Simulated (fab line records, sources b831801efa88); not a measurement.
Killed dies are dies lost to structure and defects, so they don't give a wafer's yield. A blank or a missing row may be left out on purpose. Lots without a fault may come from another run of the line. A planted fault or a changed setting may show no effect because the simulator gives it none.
A struck lot beside a sound one | flow sky130 | 16 steps out of a route of 708
Sound: wafers L489.2, L489.4, L489.5. Struck: wafers L501.3, L501.5, L501.6. The cause comes at the end.
At each step with rows: each side's tool, then ch and its chambers, then its first start. Under that, the readings that differ: sound wafers | struck wafers | difference of the means | sigmas: that difference in standard deviations of wafers without a fault.
alike: readings whose means differ by less than 2 such deviations, and words and numbers that are the same on both sides. not compared: withheld readings, readings that some wafer has no value for, bounds like >300 that may hide the same value, and numbers for which the record gives no deviation and whose values overlap.
The two part at a step that has a row with sigmas, a row that says differs or no value, or rows on one side only. Numbers that don't overlap but have no deviation are shown without sigmas and don't part them. A reading that every wafer of one side lacks parts them only if that side has two wafers or more.

first, 3 steps without rows for these wafers: SKY_SONOS_TUNNEL_EXPOSE_04 (exposes mask TUNM, target cd 410 nm); SKY_SONOS_TUNNEL_PEB_05; SKY_SONOS_TUNNEL_DEVELOP_06 (develop time 60 s).
SKY_SONOS_TUNNEL_CD_MEAS_07: target cd 410 nm.
  sound on cd_sem-01, day 11 15:13; struck on cd_sem-02, day 15 12:32
  alike: cd_nm
SKY_SONOS_TUNNEL_OVL_MEAS_08:
  sound on overlay-01, day 11 15:20; struck on overlay-01, day 15 12:38
  alike: SONOS_TUNNEL_OVL
then, 3 steps without rows for these wafers: SKY_SONOS_TUNNEL_IMPLANT_09; SKY_SONOS_TUNNEL_WET_ETCH_10 (etches SiO2 in dHF, target depth 14 nm, time 280 s); SKY_SONOS_TUNNEL_STRIP_11 (strips in SPM, time 600 s).
SKY_SONOS_TUNNEL_TW_MEAS_12:
  sound on film_metro-02, day 11 15:48; struck on film_metro-01, day 15 13:07
  alike: SONOS_TUNNEL_TW
then, 2 steps without rows for these wafers: SKY_SONOS_TUNNEL_CLEAN_13 (cleans in dHF, time 20 s); SKY_SONOS_ONO_OXIDATION_00 (stabilise 600 s, purge 300 s, target thk 2.6 nm).
SKY_SONOS_ONO_THK_MEAS_01:
  sound on film_metro-02, day 11 20:47; struck on film_metro-03, day 15 16:14
  alike: SONOS_ONO_OXIDATION_THK
SKY_SONOS_ONO_CVD_02: deposits Si3N4 from DCS/NH3, target thk 10.5 nm, time 180 s.
  sound on lpcvd-02 ch 0, day 11 22:31; struck on lpcvd-02 ch 1, day 15 16:16
  reading                                     | sound             | struck            | difference | sigmas
  spike_tc_centre_C (C)                       | 773.5 771.4 770.3 | 786.9 788.2 787.1 | +15.7      | +16
  zone_power_centre_pct (%)                   | 14.02 13.91 13.80 | 18.32 17.99 18.25 | +4.28      | +25
  model.Si3N4_of_SONOS_ONO_CVD_02.thk_nm (nm) | 10.78 10.8 10.8   | 11.18 11.57 11.79 | +0.72      |
  alike: susceptor_temp_C, zone_power_bottom_pct
SKY_SONOS_ONO_THK_MEAS_03:
  sound on film_metro-03, day 11 23:34; struck on film_metro-03, day 15 17:20
  reading                   | sound             | struck            | difference | sigmas
  SONOS_ONO_CVD_02_THK (nm) | 10.77 10.81 10.84 | 11.17 11.54 11.79 | +0.69      | +4
then, 1 step without rows for these wafers: SKY_SONOS_ONO_CVD_04 (deposits SiO2 from SiH4/N2O, target thk 5.7199 nm).
-- the record jumps here: 33 days lie between the struck wafers' starts before and after (it left off in module SONOS_ONO and takes up again in module PAD_OPEN, whose first step shown is number 708 of the route) --
SKY_PAD_OPEN_PROBE_99:
  sound on prober-02, day 46 03:03; struck on prober-02, day 49 01:35
  reading                               | sound                   | struck                  | difference | sigmas
  model.etest.cap_ono.gate_bv_v (V)     | 16.35 16.67 16.92       | 17.08 17.31 17.16       | +0.54      |
  model.etest.cap_ono.tox_acc_nm (nm)   | 13.16 13.24 13.22       | 13.28 13.53 13.56       | +0.25      |
  model.etest.sonos_programmed.vt_v (V) | 1.346 1.288 1.318       | 1.238 1.143 1.047       | -0.175     |
  model.etest.sonos_erased.vt_v (V)     | -2.152 -2.123 -2.109    | -2.1 -1.915 -1.948      | +0.1       |
  model.etest.sonos_baked.vt_less_v (V) | -0.4477 -0.4231 -0.4223 | -0.3543 -0.3464 -0.3623 | +0.0767    |
  alike: killed_at_M0_to_M3, killed_at_M4_up, killed_at_contacts, killed_at_front_end, killed_at_other, killed_dies, killed_open, killed_short
  not compared: model.etest.cap_ono.gate_log10_a_cm2, model.etest.sonos_baked.vt_v

WHERE THEY PART
First at SKY_SONOS_ONO_CVD_02; last, within this record, at SKY_SONOS_ONO_THK_MEAS_03. Later steps at which nothing parts them and some readings are alike: SKY_PAD_OPEN_PROBE_99.

WHY: what the simulator had put in
Process parameter drift: lpcvd-02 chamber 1, from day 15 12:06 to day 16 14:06, at SKY_SONOS_ONO_CVD_02. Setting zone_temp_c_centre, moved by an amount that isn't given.
